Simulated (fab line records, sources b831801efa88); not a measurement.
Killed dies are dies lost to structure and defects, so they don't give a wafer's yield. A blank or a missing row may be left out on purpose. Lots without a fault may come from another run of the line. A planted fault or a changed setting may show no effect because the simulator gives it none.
Problem report in the 8D (eight disciplines) form, filled by code | flow gf180mcu | the parts of the form that need people (team, actions taken, sign-off) are left out

1. THE PROBLEM
cathode_dc_power_W at GF_M4_SPUTTER_04 reads a mean of 6187.1 W on 6 wafers of 2 lots; wafers without a fault read 6499.9 W with a standard deviation of 1.3. That is -99 or more standard deviations from the usual mean.
The step: material TiN, target thk 50 nm, time 41.7 s.
First seen on wafer L360.2, day 27 05:08, on pvd_sputter-03. The record holds 18 wafers of 6 lots with a number at this step. Rule for "out", or "out of limits": more than 4 standard deviations from the usual mean. The other wafers with a number count as sound.

2. WHAT IT IS AND WHAT IT IS NOT
question                    | is                     | is not
which readings at this step | cathode_dc_power_W     | throttle_valve_pct
which lots                  | L360, L363             | L350, L361, L364, L366
which wafers of those lots  | all that have a number | -
read on which tools         | pvd_sputter-03         | pvd_sputter-02, pvd_sputter-04
when                        | from day 27 05:08      | up to then (3 sound wafers); but 9 sound wafers of L361, L364, L366 came after

3. SUSPECTS, AND WHAT RULES EACH OUT
Counting: a tool at a process step up to the reading stays a suspect if it ran every lot that is out and no sound lot after the first of them.
- pvd_sputter-03 at GF_M4_SPUTTER_02 (material AlCu, target thk 450 nm, time 23.9 s): kept. It ran every lot that is out, first L360 (day 27 05:05), and no sound lot after that; its last sound lot up to then is L350 (day 23 14:46).
- pvd_sputter-03 at GF_M4_SPUTTER_03 (material Ti, target thk 10 nm, time 6.7 s): kept. It ran every lot that is out, first L360 (day 27 05:07), and no sound lot after that; its last sound lot up to then is L350 (day 23 14:48).
- pvd_sputter-03 at GF_M4_SPUTTER_04 (material TiN, target thk 50 nm, time 41.7 s): kept. It ran every lot that is out, first L360 (day 27 05:08), and no sound lot after that; its last sound lot up to then is L350 (day 23 14:49). Its own readings are out on those wafers: cathode_dc_power_W.
Left after counting: pvd_sputter-03 at GF_M4_SPUTTER_02, pvd_sputter-03 at GF_M4_SPUTTER_03, pvd_sputter-03 at GF_M4_SPUTTER_04.

4. THE CAUSE (what the simulator had put in)
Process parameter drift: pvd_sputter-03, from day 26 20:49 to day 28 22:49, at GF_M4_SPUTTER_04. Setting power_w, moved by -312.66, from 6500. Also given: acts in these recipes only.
Counting left 3 suspects, and this tool is among them.

5. THE CHAIN OF EFFECTS, in route order
Each row: a reading whose mean over the struck wafers that have a number lies more than 3 standard deviations from the usual. Only readings for which the record gives a usual standard deviation are gone through. hours: the time from each lot's start at the first step in this table that gives one to its start at this step, as a median over the lots. sigmas: the change in usual standard deviations.
hours | step             | reading            | usual    | on struck wafers | change | sigmas
0     | GF_M4_SPUTTER_04 | cathode_dc_power_W | 6499.9 W | 6187.1           | -312.8 | -99 or more
The process steps in it:
- GF_M4_SPUTTER_04: material TiN, target thk 50 nm, time 41.7 s.
Later measuring or inspecting steps at which every struck wafer that the step has a row for has a number for every such reading, and none has moved that far: GF_M4_RS_MEAS_05, GF_M4_THK_MEAS_06, GF_M4_CD_MEAS_14, GF_M4_OVL_MEAS_15, GF_V4_THK_MEAS_01, GF_V4_THK_MEAS_03, GF_V4_BOW_MEAS_05.

6. WHAT WOULD HAVE CAUGHT IT SOONER
In this record the first reading out of limits was taken at day 27 05:08, 8 hours after the fault began at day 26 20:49.
